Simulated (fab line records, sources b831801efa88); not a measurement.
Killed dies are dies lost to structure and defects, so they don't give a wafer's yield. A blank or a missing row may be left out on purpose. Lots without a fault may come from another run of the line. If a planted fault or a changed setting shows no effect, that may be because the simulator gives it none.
Code-filled problem report in 8D (eight disciplines) form / flow sfq line / the parts of the form that need people (team, actions taken, sign-off) are left out

1. THE PROBLEM
At SFQ_TRILAYER_I2_CMP_CMP_064, time to endpoint s averages 119 s over 4 wafers from 3 lots, while fault-free wafers read 215 s, standard deviation 7. Measured from the usual mean, that is -14 standard deviations.
The step: polishes SiO2.
Seen first at day 27 15:28 on cmp-02, wafer L255.4. At this step, 45 wafers from 15 lots have a number in the record. Rule for "out" (also "out of limits"): further than 4 standard deviations from the usual mean. The other wafers with a number count as sound.

2. WHAT IT IS, WHAT IT ISN'T
question=which readings at this step | is=time to endpoint s | is not=motor current A, retaining ring pressure frac, slurry flow ml min
question=which lots | is=L255, L257, L259 | is not=L246, L247, L248, L249, L250, L252, L254, L263, L265, L266, L267, L268
question=which wafers of those lots | is=L255.4, L257.1, L259.1, L259.4 | is not=L255.5, L255.6, L257.2, L257.5, L259.2
question=read on which tools | is=cmp-02 | is not=cmp-01
question=when | is=from day 27 15:28 | is not=up to then (21 sound wafers); but 20 sound wafers of L255, L257, L259, L263, L265, L266, L267, L268 came after

3. THE SUSPECTS, EACH WITH WHAT RULES IT OUT
Counting: a tool at a process step up to the reading stays a suspect if it ran every lot that is out. Sound lots after the first of them don't rule it out here, since some wafers of a struck lot are sound.
- cmp-02 at SFQ_TRILAYER_I2_CMP_CMP_064 (polishes SiO2): kept. Ran every lot that is out, first one L255 (day 27 15:28); last sound lot up to then L252 (day 26 10:04). Out on those wafers are its own readings of time to endpoint s.
Left after counting: cmp-02 at SFQ_TRILAYER_I2_CMP_CMP_064.

4. THE CAUSE (what the simulator had put in)
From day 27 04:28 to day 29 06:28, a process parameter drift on cmp-02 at SFQ_TRILAYER_I2_CMP_CMP_064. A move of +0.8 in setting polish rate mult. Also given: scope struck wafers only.
This tool alone remained once counting was done.

5. THE CHAIN OF EFFECTS, in route order
Each row: a reading whose mean over the struck wafers that have a number lies more than 3 standard deviations from the usual. Scope: only readings with a usual standard deviation given in the record; hours: median across lots of the time from each lot's start at the first step in this table that gives one to its start at this step; sigmas: change in usual standard deviations.
hours=0; step=SFQ_TRILAYER_I2_CMP_CMP_064; reading=time to endpoint s; usual=215 s; on struck wafers=119; change=-96; sigmas=-14
The process steps in it:
- SFQ_TRILAYER_I2_CMP_CMP_064: polishes SiO2.

6. WHAT WOULD HAVE CAUGHT IT SOONER
In this record the first reading out of limits was taken at day 27 15:28, 11 hours after the fault began at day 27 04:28.
